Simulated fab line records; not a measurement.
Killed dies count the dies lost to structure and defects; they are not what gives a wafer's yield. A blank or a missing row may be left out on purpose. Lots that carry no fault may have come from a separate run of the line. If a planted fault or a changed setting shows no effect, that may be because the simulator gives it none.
fab line records	flow sky130
record: lots: 5	wafers: 15	lastDay: 52
route steps=708 shown SD_N@352 SD_P@359 RES_XHIGH@360 SALICIDE@361 LI_CONTACT@362 LOCAL_INTERCONNECT@387 PAD_OPEN@708
lots that met no fault: taken from a fault-free run of the same line
startH: hours from the record's opening day to when the first of the lot's shown wafers began	waitH: hours from the lot's prior step to this one	" same as the row above	L1.1+2: several wafers, shown together as one row	- either no value or no given start	* or withheld: withheld	< > ~ a bound
route shown NAME@n: a module of which the file shows steps, and the number in the route of the first	usual: average and standard deviation across the fault-free wafers	same: alike in all rows	chamber/n: place in a boat	sites: readings site by site	_std_site: the standard deviation of these	_edge_site: the outer-site mean with the inner-site mean subtracted	radiusMm: for every site, how far away it sits from the centre of the wafer	mask NAME#n: copy n	behind: tool/chamber where the wafer was last shaped	hold: why the lot was held/for how many hours/how that ended	device: names the non-switching transistor (n, p or np)	end of line: tests run on the same wafers once the route is complete	a step without rows: its recipe alone	killed: dies that structure and defects cost at the first sort, which is not the same as the wafer's yield	map: per-die view of a wafer (x killed, . not killed, _ where there is no die)
set.NAME: the run value of the setting; set.NAME@STEP: its run value at that earlier step	model.NAME: the simulator's own value behind a step, which no gauge read
a table for each step, a row for each wafer; lots at some steps of the route
services: when a tool's chamber went out of use (startH, in hours from the record's first day, below 0 if earlier), for how many hours, and the reason
== steps ==
step: SKY_SD_N_IMPLANT_10
recipe: species: P	energyKev: 20	doseCm2: 1e+14	tiltDeg: 0
step: SKY_SD_N_STRIP_11
recipe: chemistry: O2/N2	powerW: 1400	pressureMtorr: 1500	platenTempC: withheld	o2FlowSccm: 3000	n2FlowSccm: 300	overashFraction: 0.5
step: SKY_SD_N_TW_MEAS_12
usual: SD_N_TW: 3991/41
lot.wafer	tool	chamber	startH	waitH	SD_N_TW
L915.1	filmMetro-04	-	712.40	0.1	3989
L915.3	"	-	"	"	3973
L915.5	"	-	"	"	3993
L919.1	filmMetro-02	-	718.25	0.1	4053
L919.4	"	-	"	"	4083
L919.5	"	-	"	"	4051
L927.2	filmMetro-04	-	859.39	0.1	3949
L927.4	"	-	"	"	3966
L927.6	"	-	"	"	4000
L929.1	filmMetro-03	-	866.35	0.1	3927
L929.2	"	-	"	"	3933
L929.3	"	-	"	"	3931
L931.2	filmMetro-04	-	867.26	0.1	3969
L931.5	"	-	"	"	3998
L931.6	"	-	"	"	3987
step: SKY_SD_N_CLEAN_13
recipe: chemistry: SC1/SC2	mix: 1:4:20	tempC: 70	timeS: 150	dry: n2Spin
step: SKY_SD_N_RTA_14
recipe: tempC: 1075	timeS: 2	idleTempC: 650	rampUpCPerS: 150	rampDownCPerS: 90	ambient: N2
step: SKY_SD_N_RS_MEAS_16
recipe: thkMeasGauge: four-point-probe
usual: SD_N_RS: 68.52/0.11
lot.wafer	tool	chamber	startH	waitH	SD_N_RS[ohm/sq]
L915.1	filmMetro-02	-	712.68	0.1	68.53
L915.3	"	-	"	"	68.41
L915.5	"	-	"	"	68.49
L919.1	filmMetro-02	-	718.53	0.1	68.64
L919.4	"	-	"	"	68.36
L919.5	"	-	"	"	68.48
L927.2	filmMetro-04	-	859.68	0.1	68.39
L927.4	"	-	"	"	68.56
L927.6	"	-	"	"	68.56
L929.1	filmMetro-04	-	866.64	0.1	68.76
L929.2	"	-	"	"	68.66
L929.3	"	-	"	"	68.63
L931.2	filmMetro-03	-	867.56	0.1	68.43
L931.5	"	-	"	"	68.53
L931.6	"	-	"	"	68.47
step: SKY_SD_N_RS_MEAS_17
recipe: thkMeasGauge: four-point-probe
usual: SD_P_RS: 147.1/0.38
lot.wafer	tool	chamber	startH	waitH	SD_P_RS[ohm/sq]
L915.1	filmMetro-02	-	712.80	0.1	146.8
L915.3	"	-	"	"	147.7
L915.5	"	-	"	"	146.9
L919.1	filmMetro-02	-	718.65	0.1	147.9
L919.4	"	-	"	"	147.2
L919.5	"	-	"	"	147.3
L927.2	filmMetro-04	-	859.80	0.1	146.6
L927.4	"	-	"	"	147.3
L927.6	"	-	"	"	146.9
L929.1	filmMetro-04	-	866.76	0.1	147.7
L929.2	"	-	"	"	147.9
L929.3	"	-	"	"	147.5
L931.2	filmMetro-03	-	867.68	0.1	147.1
L931.5	"	-	"	"	147.1
L931.6	"	-	"	"	147.6
step: SKY_SD_N_RS_MEAS_18
recipe: thkMeasGauge: four-point-probe
usual: RES_XHIGH_RS: 333.0/1.1
lot.wafer	tool	chamber	startH	waitH	RES_XHIGH_RS[ohm/sq]
L915.1	filmMetro-02	-	712.92	0.1	332.9
L915.3	"	-	"	"	333.6
L915.5	"	-	"	"	333.2
L919.1	filmMetro-02	-	718.77	0.1	334.0
L919.4	"	-	"	"	333.5
L919.5	"	-	"	"	334.5
L927.2	filmMetro-04	-	859.92	0.1	333.1
L927.4	"	-	"	"	334.5
L927.6	"	-	"	"	333.4
L929.1	filmMetro-04	-	866.88	0.1	331.5
L929.2	"	-	"	"	333.2
L929.3	"	-	"	"	333.0
L931.2	filmMetro-03	-	867.80	0.1	335.7
L931.5	"	-	"	"	333.2
L931.6	"	-	"	"	334.3
step: SKY_SALICIDE_CLEAN_00
recipe: chemistry: HF-last	timeS: 30	dilution: 100:1	dry: ipaMarangoni
step: SKY_LI_CONTACT_HDPCVD_00
recipe: material: PSG	targetThkNm: 930	sigmaOpenFrac: 0.3	timeS: 155	tempC: 600	sih4FlowSccm: 60	pressureMtorr: 6
step: SKY_LI_CONTACT_THK_MEAS_01
recipe: reads: PSG_of_LI_CONTACT_HDPCVD_00
usual: LI_CONTACT_HDPCVD_THK: 932/11
lot.wafer	tool	chamber	startH	waitH	LI_CONTACT_HDPCVD_THK[nm]
L915.1	filmMetro-02	-	713.16	0.1	924
L915.3	"	-	"	"	940
L915.5	"	-	"	"	929
L919.1	filmMetro-02	-	719.01	0.1	924
L919.4	"	-	"	"	915
L919.5	"	-	"	"	924
L927.2	filmMetro-04	-	860.15	0.1	935
L927.4	"	-	"	"	948
L927.6	"	-	"	"	920
L929.1	filmMetro-04	-	867.12	0.1	923
L929.2	"	-	"	"	939
L929.3	"	-	"	"	938
L931.2	filmMetro-02	-	868.03	0.1	913
L931.5	"	-	"	"	915
L931.6	"	-	"	"	944
step: SKY_LI_CONTACT_CMP_02
recipe: material: PSG	downForcePsi: 4	platenRpm: 60	padVelocityMS: 0.94248
usual: headPressurePsi: 4.000/0.0091	motorCurrentA: 12.4/0.94	timeToEndpointS: 33/4.3
lot.wafer	tool	chamber	startH	waitH	headPressurePsi	motorCurrentA	timeToEndpointS	model.PSG_of_LI_CONTACT_HDPCVD_00.thkNm
L915.3	cmp-02	1	713.45	0.3	4.013	12.1	42	599.3
L915.1	"	2	"	"	3.995	13.3	31	595.2
L915.5	"	1	"	"	4.005	12.4	37	598.7
L919.1	cmp-02	2	719.07	0.1	4.010	13.4	24	656.1
L919.4	"	1	"	"	3.995	11.8	38	598.9
L919.5	"	3	"	"	4.008	12.7	27	594.4
L927.4	cmp-02	1	860.20	0.0	3.992	11.8	40	598.9
L927.2	"	0	"	"	3.993	11.3	33	597.7
L927.6	"	2	"	"	3.997	12.8	26	596.1
L929.1	cmp-01	2	867.45	0.3	4.004	13.8	38	599.6
L929.3	"	3	"	"	4.010	12.0	34	598.2
L929.2	"	0	"	"	3.984	12.8	35	598.4
L931.2	cmp-02	2	868.18	0.1	3.988	12.9	27	596.1
L931.6	"	0	"	"	3.996	11.7	36	597.9
L931.5	"	1	"	"	4.006	12.5	34	600.6
step: SKY_LI_CONTACT_BOW_MEAS_03
recipe: mode: bow
usual: LI_CONTACT_BOW: 56/7.1
lot.wafer	tool	chamber	startH	waitH	hold	LI_CONTACT_BOW[um]
L915.1	filmMetro-03	-	713.70	0.1	-	53
L915.3	"	-	"	"	-	59
L915.5	"	-	"	"	-	45
L919.1	filmMetro-02	-	719.37	0.2	awaitDispo/0.2h/release	55
L919.4	"	-	"	"	awaitDispo/0.2h/release	61
L919.5	"	-	"	"	awaitDispo/0.2h/release	57
L919.1	filmMetro-02	-	719.66	0.3	-	-
L919.4	"	-	"	"	-	-
L919.5	"	-	"	"	-	-
L927.2	filmMetro-03	-	860.52	0.1	-	49
L927.4	"	-	"	"	-	54
L927.6	"	-	"	"	-	55
L929.1	filmMetro-04	-	867.70	0.2	-	41
L929.2	"	-	"	"	-	48
L929.3	"	-	"	"	-	55
L931.2	filmMetro-02	-	868.40	0.2	-	63
L931.5	"	-	"	"	-	57
L931.6	"	-	"	"	-	72
step: SKY_LI_CONTACT_HMDS_05
recipe: primeTimeS: 60	primeTempC: 120
step: SKY_LI_CONTACT_COAT_06
recipe: resist: BARC	tempC: withheld	timeS: withheld	spinRpm: 3000	resistThkNm: 60
step: SKY_LI_CONTACT_COAT_07
recipe: resist: KrF-thick	spinRpm: 3000	resistThkNm: 450
step: SKY_LI_CONTACT_SOFTBAKE_08
recipe: tempC: 100	timeS: 90	resist: KrF-thick
step: SKY_LI_CONTACT_EXPOSE_09
recipe: maskId: LICM1	na: 0.8	sourceShape: annular	sigmaInner: 0.55	sigmaOuter: 0.85	targetCdNm: 170	doseMj: 38
step: SKY_LI_CONTACT_PEB_10
recipe: pebTempC: withheld	pebTimeS: withheld	resist: KrF-thick
step: SKY_LI_CONTACT_DEVELOP_11
recipe: developTimeS: 60	resist: KrF-thick	devTempC: 21
step: SKY_LI_CONTACT_CD_MEAS_12
recipe: targetCdNm: 170
usual: cdNm: 170.3/1.3
lot.wafer	tool	chamber	startH	waitH	cdNm
L915.1	cdSem-01	-	741.54	-	169.7
L915.3	"	-	"	"	168.5
L915.5	"	-	"	"	170.9
L919.1	cdSem-01	-	746.92	-	171.9
L919.4	"	-	"	"	171.2
L919.5	"	-	"	"	171.4
L927.2	cdSem-01	-	887.42	-	169.5
L927.4	"	-	"	"	168.7
L927.6	"	-	"	"	169.6
L929.1	cdSem-02	-	895.80	-	169.0
L929.2	"	-	"	"	169.1
L929.3	"	-	"	"	168.9
L931.2	cdSem-02	-	896.16	-	170.1
L931.5	"	-	"	"	170.6
L931.6	"	-	"	"	170.5
step: SKY_LI_CONTACT_OVL_MEAS_13
usual: LI_CONTACT_OVL: 0/5.2
lot.wafer	tool	chamber	startH	waitH	LI_CONTACT_OVL[nm]
L915.1	overlay-02	-	741.68	0.1	-2
L915.3	"	-	"	"	-4
L915.5	"	-	"	"	-1
L919.1	overlay-01	-	747.04	0.1	5
L919.4	"	-	"	"	11
L919.5	"	-	"	"	2
L927.2	overlay-02	-	887.52	0.1	4
L927.4	"	-	"	"	4
L927.6	"	-	"	"	2
L929.1	overlay-01	-	895.92	0.1	0
L929.2	"	-	"	"	-3
L929.3	"	-	"	"	5
L931.2	overlay-02	-	896.27	0.1	-5
L931.5	"	-	"	"	8
L931.6	"	-	"	"	-6
step: SKY_LI_CONTACT_ETCH_14
recipe: chemistry: N2/H2	target: BARC	ionEnergyEv: 200	sourceW: 500	biasW: 100	pressureMtorr: 30	n2FlowSccm: 100	h2FlowSccm: 200	stopOn: SiO2	timeS: 45.9	targetDepthA: 600
usual: drypumpMotorCurrentA: 5.6/0.61	oesProductAu: 0.855/0.005	throttleValvePct: 13.225/0.0086
lot.wafer	tool	chamber	startH	waitH	drypumpMotorCurrentA	oesProductAu	rfHoursCounterH	throttleValvePct
L915.1	rieDiel-04	2	741.71	0.0	6.5	0.848	36	13.217
L915.3	"	1	"	"	6.7	0.855	5	13.227
L915.5	"	1	"	"	6.7	0.855	-	13.221
L919.1	rieDiel-01	2	747.07	0.0	5.5	0.855	13	13.206
L919.4	"	1	"	"	5.8	0.860	19	13.219
L919.5	"	3	"	"	5.0	0.842	-	13.226
L927.2	rieDiel-04	2	887.55	0.0	6.6	0.851	0	13.222
L927.4	"	2	"	"	6.6	0.868	-	13.237
L927.6	"	3	"	"	6.1	0.862	-	13.210
L929.1	rieDiel-02	3	895.95	0.0	5.2	0.863	12	13.227
L929.2	"	1	"	"	5.3	0.860	16	13.216
L929.3	"	0	"	"	5.1	0.855	16	13.224
L931.2	rieDiel-04	1	896.30	0.0	6.7	0.858	9	13.222
L931.5	"	3	"	"	6.1	0.847	-	13.227
L931.6	"	1	"	"	6.7	0.850	-	13.232
step: SKY_LI_CONTACT_ETCH_15
recipe: target: PSG	chemistry: C4F8/O2/Ar	stopOn: Si	taperDeg: 4.15	maskMaterial: KrF-thick	sourceW: 1500	biasW: 1200	pressureMtorr: 40	c4f8FlowSccm: withheld	O2_flow_sccm: 6	Ar_flow_sccm: 300	timeS: withheld	targetDepthA: 6000
usual: oesProductAu: 0.837/0.0048
lot.wafer	tool	chamber	startH	waitH	oesProductAu	model.etch.depthNm	model.LI_CONTACT.featureDepthNm
L915.1	rieDiel-04	2	741.76	0.0	0.843	595.2	595.2
L915.3	"	1	"	"	0.843	599.3	599.3
L915.5	"	1	"	"	0.845	598.7	598.7
L919.1	rieDiel-01	2	747.12	0.0	0.876	656.1	656.1
L919.4	"	1	"	"	0.837	598.9	598.9
L919.5	"	3	"	"	0.834	594.4	594.4
L927.2	rieDiel-04	2	887.59	0.0	0.839	597.7	597.7
L927.4	"	2	"	"	0.829	598.9	598.9
L927.6	"	3	"	"	0.835	596.1	596.1
L929.1	rieDiel-02	3	895.99	0.0	0.834	599.6	599.6
L929.2	"	1	"	"	0.845	598.4	598.4
L929.3	"	0	"	"	0.833	598.2	598.2
L931.2	rieDiel-04	1	896.34	0.0	0.842	596.1	596.1
L931.5	"	3	"	"	0.836	600.6	600.6
L931.6	"	1	"	"	0.839	597.9	597.9
step: SKY_LI_CONTACT_STRIP_16
recipe: chemistry: O2/N2	powerW: 1400	pressureMtorr: 1500	platenTempC: withheld	o2FlowSccm: 3000	n2FlowSccm: 300	overashFraction: 0.5
usual: drypumpMotorCurrentA: 5.69/0.24	oesProductAu: 0.377/0.0051	stripTimeToEndpointS: 3.51/0.052
lot.wafer	tool	chamber	startH	waitH	drypumpMotorCurrentA	oesProductAu	rfHoursCounterH	stripTimeToEndpointS
L915.1	plasmaAsher-04	0	741.84	-	5.80	0.378	61	3.49
L915.3	"	0	"	"	5.79	0.371	-	3.38
L915.5	"	1	"	"	5.82	0.367	-	3.38
L919.1	plasmaAsher-01	1	747.20	-	5.76	0.366	31	3.49
L919.4	"	1	"	"	5.76	0.372	-	3.45
L919.5	"	0	"	"	5.93	0.379	-	3.49
L927.2	plasmaAsher-01	1	887.68	-	5.75	0.379	46	3.52
L927.4	"	0	"	"	5.92	0.377	-	3.51
L927.6	"	0	"	"	5.92	0.378	-	3.61
L929.1	plasmaAsher-01	1	896.08	-	5.76	0.384	47	3.58
L929.2	"	0	"	"	5.90	0.375	47	3.52
L929.3	"	0	"	"	5.93	0.372	-	3.50
L931.2	plasmaAsher-01	1	896.43	-	5.75	0.384	48	3.40
L931.5	"	1	"	"	5.77	0.384	-	3.54
L931.6	"	0	"	"	5.92	0.377	-	3.42
step: SKY_LI_CONTACT_CLEAN_17
recipe: chemistry: NMP	timeS: 600	tempC: 60	dry: n2Spin
step: SKY_LI_CONTACT_PRE_CLEAN_18
recipe: gas: Ar	timeS: 5.6	biasV: 358
step: SKY_LI_CONTACT_SPUTTER_19
recipe: material: Ti	targetThkNm: 20	chamberPressurePa: 5	powerW: 2500	substrateTempC: 200	timeS: 106.37
usual: throttleValvePct: 29.7/1
lot.wafer	tool	chamber	startH	waitH	throttleValvePct
L915.1	pvdSputter-03	-	742.15	0.0	30.2
L915.3	"	-	"	"	28.3
L915.5	"	-	"	"	30.0
L919.1	pvdSputter-04	-	747.74	0.0	29.9
L919.4	"	-	"	"	29.6
L919.5	"	-	"	"	29.6
L927.2	pvdSputter-03	-	887.97	0.0	30.3
L927.4	"	-	"	"	30.2
L927.6	"	-	"	"	30.1
L929.1	pvdSputter-03	-	896.37	0.0	30.2
L929.2	"	-	"	"	29.1
L929.3	"	-	"	"	30.3
L931.2	pvdSputter-03	-	896.72	0.0	28.1
L931.5	"	-	"	"	29.5
L931.6	"	-	"	"	27.9
step: SKY_LI_CONTACT_SPUTTER_20
recipe: material: TiN	targetThkNm: 20	chamberPressurePa: 5	powerW: 4000	timeS: 80
usual: throttleValvePct: 29.7/1
lot.wafer	tool	chamber	startH	waitH	throttleValvePct
L915.1	pvdSputter-03	-	742.23	0.0	30.4
L915.3	"	-	"	"	28.0
L915.5	"	-	"	"	30.0
L919.1	pvdSputter-04	-	747.81	0.0	29.6
L919.4	"	-	"	"	29.5
L919.5	"	-	"	"	29.6
L927.2	pvdSputter-03	-	888.05	0.0	30.3
L927.4	"	-	"	"	30.2
L927.6	"	-	"	"	30.3
L929.1	pvdSputter-03	-	896.45	0.0	30.4
L929.2	"	-	"	"	29.1
L929.3	"	-	"	"	30.4
L931.2	pvdSputter-03	-	896.80	0.0	28.2
L931.5	"	-	"	"	29.1
L931.6	"	-	"	"	28.6
step: SKY_LI_CONTACT_CVD_21
recipe: material: W	targetThkNm: 400	timeS: 120.56	tempC: 400	pressureTorr: 40
step: SKY_LI_CONTACT_RS_MEAS_22
recipe: thkMeasGauge: four-point-probe	reads: W_of_LI_CONTACT_CVD_21+TiN_of_LI_CONTACT_SPUTTER_20+Ti_of_LI_CONTACT_SPUTTER_19
usual: LI_CONTACT_W_RS: 0.285/0.0045
lot.wafer	tool	chamber	startH	waitH	LI_CONTACT_W_RS[ohm/sq]
L915.1	filmMetro-03	-	742.41	0.1	0.288
L915.3	"	-	"	"	0.287
L915.5	"	-	"	"	0.281
L919.1	filmMetro-03	-	748.00	0.1	0.280
L919.4	"	-	"	"	0.284
L919.5	"	-	"	"	0.284
L927.2	filmMetro-02	-	888.26	0.1	0.291
L927.4	"	-	"	"	0.292
L927.6	"	-	"	"	0.288
L929.1	filmMetro-04	-	896.64	0.1	0.286
L929.2	"	-	"	"	0.285
L929.3	"	-	"	"	0.288
L931.2	filmMetro-03	-	897.09	0.2	0.287
L931.5	"	-	"	"	0.285
L931.6	"	-	"	"	0.285
step: SKY_LI_CONTACT_THK_MEAS_23
recipe: thkMeasGauge: xrf	reads: W_of_LI_CONTACT_CVD_21
usual: LI_CONTACT_W_THK: 390/7.1
lot.wafer	tool	chamber	startH	waitH	LI_CONTACT_W_THK[nm]
L915.1	filmMetro-03	-	742.53	0.1	384
L915.3	"	-	"	"	384
L915.5	"	-	"	"	393
L919.1	filmMetro-03	-	748.12	0.1	394
L919.4	"	-	"	"	389
L919.5	"	-	"	"	389
L927.2	filmMetro-02	-	888.37	0.1	377
L927.4	"	-	"	"	373
L927.6	"	-	"	"	380
L929.1	filmMetro-04	-	896.76	0.1	389
L929.2	"	-	"	"	395
L929.3	"	-	"	"	391
L931.2	filmMetro-03	-	897.20	0.1	390
L931.5	"	-	"	"	390
L931.6	"	-	"	"	392
step: SKY_LI_CONTACT_CMP_24
recipe: stopOn: PSG	tOverpolishS: 20	downForcePsi: 3.5	platenRpm: 60	targetThkNm: 0	padVelocityMS: 0.94248
usual: headPressurePsi: 3.501/0.0078	motorCurrentA: 11.4/0.89
lot.wafer	tool	chamber	startH	waitH	headPressurePsi	motorCurrentA	model.PSG_of_LI_CONTACT_HDPCVD_00.thkNm
L915.1	cmp-02	2	742.59	0.1	3.494	12.2	585.7
L915.3	"	3	"	"	3.515	10.6	589.8
L915.5	"	2	"	"	3.498	12.5	589.2
L919.1	cmp-02	2	748.18	0.1	3.498	11.7	646.6
L919.4	"	0	"	"	3.503	10.3	589.4
L919.5	"	2	"	"	3.487	12.0	585
L927.4	cmp-02	3	888.42	0.0	3.506	11.4	589.4
L927.2	"	0	"	"	3.509	9.9	588.3
L927.6	"	3	"	"	3.503	11.2	586.6
L929.3	cmp-01	3	896.82	0.0	3.497	11.0	588.7
L929.2	"	0	"	"	3.500	11.7	588.9
L929.1	"	1	"	"	3.505	10.6	590.2
L931.2	cmp-01	3	897.87	0.7	3.507	10.9	586.6
L931.5	"	0	"	"	3.500	12.6	591.1
L931.6	"	1	"	"	3.499	9.6	588.4
step: SKY_LOCAL_INTERCONNECT_SPUTTER_00
recipe: material: TiN	targetThkNm: 100	tempC: 300	powerW: 6500	timeS: 83.3	chamberPressurePa: 0.4
usual: throttleValvePct: 29.4/1
lot.wafer	tool	chamber	startH	waitH	throttleValvePct
L915.1	pvdSputter-02	-	742.89	0.2	28.4
L915.3	"	-	"	"	30.1
L915.5	"	-	"	"	28.1
L919.1	pvdSputter-01	-	748.48	0.2	28.3
L919.4	"	-	"	"	28.6
L919.5	"	-	"	"	28.2
L927.2	pvdSputter-01	-	888.72	0.2	28.2
L927.4	"	-	"	"	28.8
L927.6	"	-	"	"	29.7
L929.1	pvdSputter-01	-	897.12	0.1	28.8
L929.2	"	-	"	"	28.1
L929.3	"	-	"	"	28.9
L931.2	pvdSputter-04	-	898.02	0.1	29.4
L931.5	"	-	"	"	29.5
L931.6	"	-	"	"	29.1
step: SKY_PAD_OPEN_PROBE_99
usual: killed_at_M0_to_M3: 45/6.3	killed_at_M4_up: 2.8/1.6	killedAtContacts: 24/5.1	killedAtFrontEnd: 14/4.4	killedAtOther: 0.4/0.73	killedDies: 86/9	killedOpen: 47/7.8	killedShort: 39/6.6
same: grossDies: 492	killedAtBackSide: 0
lot.wafer	tool	chamber	startH	waitH	killed_at_M0_to_M3	killed_at_M4_up	killedAtContacts	killedAtFrontEnd	killedAtOther	killedDies	killedOpen	killedShort	model.etest.liconPdiff.rcOhm	model.etest.liconNdiff.rcOhm	model.etest.capLiToPoly.cAfUm2	model.etest.liconPoly.rcOhm	model.etest.capLiToWell.cAfUm2
L915.1	prober-01	-	1139.90	0.3	30	2	26	24	1	83	44	37	567.5	173.2	103.5	157.5	37.3
L915.3	prober-01	-	1140.00	0.4	62	2	17	22	0	103	58	44	571.7	179.8	97.2	152.7	37.68
L915.5	prober-01	-	1140.10	0.4	48	1	27	17	1	94	57	36	572.2	173	97.89	143.8	36.66
L919.1	prober-02	-	1145.59	0.1	37	2	23	12	0	74	44	30	615.1	194.7	85.07	159.6	34.06
L919.4	prober-02	-	1145.74	0.2	32	1	21	18	0	72	47	25	545.6	172.9	98.85	145.8	36.26
L919.5	prober-02	-	1145.79	0.2	42	3	25	12	1	83	32	51	581.3	174.4	99.95	157.5	37.08
L929.1	prober-01	-	1241.43	0.1	47	2	25	13	1	88	47	40	597.7	183.9	99.99	155.4	35.88
L929.2	prober-01	-	1241.48	0.1	41	2	31	13	0	87	53	34	595.3	183.4	98.74	153.3	36.64
L929.3	prober-01	-	1241.53	0.2	38	8	18	15	0	79	40	39	568.9	186.1	100.2	153.1	36.63
L931.2	prober-01	-	1242.71	0.1	53	0	21	24	1	99	56	43	578	169.2	97.16	155.4	37.4
L931.5	prober-01	-	1242.86	0.2	40	4	20	17	0	81	50	31	578.8	185.2	99	149.1	37.19
L931.6	prober-01	-	1242.91	0.2	54	1	31	21	0	107	69	38	574.5	179.9	97.21	151	36.73
L927.2	prober-02	-	1244.26	0.1	44	4	17	15	0	80	42	38	581.6	179.6	101.3	155.6	36.13
L927.4	prober-02	-	1244.36	0.2	45	2	29	14	1	91	42	48	604.1	181.7	98.89	148.2	36.91
L927.6	prober-02	-	1244.46	0.2	43	5	19	12	0	79	33	46	600.6	180.5	100.3	161.5	37
killed by level:class
L915.1 CONTACT:geometricParticle:open=11 VIA1:geometricParticle:open=8 FIELD_ISO:geometricParticle:short=7 FIELD_ISO:geometricParticle:open=5 VIA1:geometricParticle:short=5 LI_CONTACT:geometricParticle:open=5 POLY_GATE:geometricParticle:open=4 LOCAL_INTERCONNECT:geometricParticle:short=4
L915.3 VIA1:geometricParticle:open=17 METAL1:geometricParticle:short=9 FIELD_ISO:geometricParticle:open=8 METAL2:geometricParticle:short=8 VIA3:geometricParticle:open=7 FIELD_ISO:geometricParticle:short=6 LI_CONTACT:geometricParticle:open=5 VIA2:geometricParticle:open=5
L915.5 VIA1:geometricParticle:open=14 CONTACT:geometricParticle:open=11 VIA2:geometricParticle:open=7 METAL2:geometricParticle:short=6 FIELD_ISO:geometricParticle:open=5 POLY_GATE:geometricParticle:open=5 LI_CONTACT:geometricParticle:short=5 LI_CONTACT:geometricParticle:open=5
L919.1 VIA1:geometricParticle:open=10 LI_CONTACT:geometricParticle:open=9 VIA3:geometricParticle:open=8 CONTACT:geometricParticle:open=6 METAL2:geometricParticle:short=5 METAL1:geometricParticle:short=4 METAL3:geometricParticle:short=4 POLY_GATE:geometricParticle:short=3
L919.4 CONTACT:geometricParticle:open=10 VIA1:geometricParticle:open=9 VIA2:geometricParticle:open=8 CONTACT:geometricParticle:short=5 FIELD_ISO:geometricParticle:open=4 POLY_GATE:geometricParticle:open=4 POLY_GATE:geometricParticle:short=4 LI_CONTACT:geometricParticle:open=4
L919.5 CONTACT:geometricParticle:open=13 VIA3:geometricParticle:open=8 POLY_GATE:geometricParticle:short=6 METAL1:geometricParticle:short=6 VIA3:geometricParticle:short=6 METAL3:geometricParticle:short=5 LI_CONTACT:geometricParticle:open=5 METAL2:geometricParticle:short=5
L929.1 VIA2:geometricParticle:open=11 CONTACT:geometricParticle:open=10 CONTACT:geometricParticle:short=8 FIELD_ISO:geometricParticle:open=6 METAL2:geometricParticle:short=6 VIA1:geometricParticle:short=5 VIA3:geometricParticle:open=5 POLY_GATE:geometricParticle:short=4
L929.2 CONTACT:geometricParticle:open=13 VIA2:geometricParticle:open=9 LI_CONTACT:geometricParticle:open=7 VIA3:geometricParticle:open=7 CONTACT:geometricParticle:short=6 VIA1:geometricParticle:open=6 FIELD_ISO:geometricParticle:short=4 LI_CONTACT:geometricParticle:short=4
L929.3 VIA1:geometricParticle:open=9 VIA2:geometricParticle:open=7 CONTACT:geometricParticle:open=7 METAL2:geometricParticle:short=7 METAL4:geometricParticle:short=7 FIELD_ISO:geometricParticle:open=6 METAL1:geometricParticle:short=5 LOCAL_INTERCONNECT:geometricParticle:short=4
L931.2 VIA1:geometricParticle:open=12 VIA2:geometricParticle:open=10 FIELD_ISO:geometricParticle:short=8 CONTACT:geometricParticle:open=7 VIA1:geometricParticle:short=6 LI_CONTACT:geometricParticle:open=5 VIA3:geometricParticle:open=5 POLY_GATE:geometricParticle:open=4
L931.5 VIA1:geometricParticle:open=14 LI_CONTACT:geometricParticle:open=7 VIA2:geometricParticle:open=7 POLY_GATE:geometricParticle:open=5 CONTACT:geometricParticle:short=5 VIA3:geometricParticle:open=5 FIELD_ISO:geometricParticle:short=4 CONTACT:geometricParticle:open=4
L931.6 VIA1:geometricParticle:open=15 LI_CONTACT:geometricParticle:open=12 CONTACT:geometricParticle:open=11 FIELD_ISO:geometricParticle:open=7 VIA3:geometricParticle:open=7 VIA2:geometricParticle:open=6 POLY_GATE:geometricParticle:open=5 METAL1:geometricParticle:short=5
L927.2 VIA1:geometricParticle:open=16 CONTACT:geometricParticle:open=6 FIELD_ISO:geometricParticle:short=5 LOCAL_INTERCONNECT:geometricParticle:short=5 VIA1:geometricParticle:short=5 VIA2:geometricParticle:open=5 FIELD_ISO:geometricParticle:open=4 METAL1:geometricParticle:short=4
L927.4 CONTACT:geometricParticle:open=11 VIA1:geometricParticle:open=11 METAL2:geometricParticle:short=8 METAL1:geometricParticle:short=7 LI_CONTACT:geometricParticle:open=6 CONTACT:geometricParticle:short=6 VIA1:geometricParticle:short=6 FIELD_ISO:geometricParticle:short=4
L927.6 VIA1:geometricParticle:open=9 METAL1:geometricParticle:short=6 METAL2:geometricParticle:short=6 CONTACT:geometricParticle:short=5 FIELD_ISO:geometricParticle:short=4 LI_CONTACT:geometricParticle:short=4 CONTACT:geometricParticle:open=4 VIA3:geometricParticle:open=4
== services ==
tool	chamber	startH	hours	kind
rieDiel-02	-	700.64	15.6	pm
plasmaAsher-01	-	719.65	2.8	pm
rieDiel-02	2	731.98	7.5	repair
pvdSputter-04	-	732.29	6.8	repair
cmp-02	-	744.10	4.0	pm
cmp-02	-	748.10	-	consumableReplace:conditioner
cmp-02	-	748.10	-	consumableReplace:pad
rieDiel-02	1	754.99	3.7	repair
cmp-01	-	755.46	5.4	pm
pvdSputter-02	-	766.46	1.8	repair
pvdSputter-04	-	774.07	4.7	repair
plasmaAsher-04	-	780.83	14.6	pm
rieDiel-04	-	790.00	60.6	repair
rieDiel-04	2	791.94	9.3	repair
rieDiel-01	3	799.99	11.3	repair
rieDiel-02	1	811.30	7.0	repair
cmp-01	-	812.68	3.9	repair
rieDiel-04	2	850.60	-	clean
rieDiel-04	2	850.60	35.7	scheduledDown
rieDiel-04	2	850.60	35.7	ventCycle
cmp-01	-	862.59	4.8	pm
rieDiel-01	-	865.96	28.1	pm
rieDiel-04	0	886.29	-	clean
cmp-02	-	891.02	7.2	pm
== key ==
firstSign: step: SKY_LI_CONTACT_BOW_MEAS_03	reading: visit	direction: added
effect: step: SKY_LI_CONTACT_ETCH_15	reading: oesProductAu	direction: up	sigmas: 8.4	usual: 0.837	struck: 0.876
modelEffect: step: SKY_LI_CONTACT_CMP_02	value: PSG_of_LI_CONTACT_HDPCVD_00.thkNm	without: 596.4	struck: 656.1
modelEffect: step: SKY_LI_CONTACT_ETCH_15	value: etch.depthNm	without: 596.4	struck: 656.1
modelEffect: step: SKY_LI_CONTACT_CMP_24	value: PSG_of_LI_CONTACT_HDPCVD_00.thkNm	without: 586.9	struck: 646.6
modelEffect: step: SKY_PAD_OPEN_PROBE_99	value: etest.liconPdiff.rcOhm	without: 581.3	struck: 615.1
metAt SKY_LI_CONTACT_CMP_02
struckWafers L919.1
testerLeftOut L919
onsetBetween 713.45 719.07
fault: kind: processParameterDrift	tool: cmp-02	chamber: -	onsetH: 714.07	steps: SKY_LI_CONTACT_CMP_02	channel: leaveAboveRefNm	offset: 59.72	shape: step	endH: 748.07	scope: struckWafersOnly	actsIn: theseRecipesOnly	stated: 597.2
testerLeftOut: of these lots the tester's yield and bins aren't shown, on N5 and GAA mostly nor the transistor test; their killed dies are dies lost to structure and defects alone, not to doping, threshold or leakage, so they don't give the yield
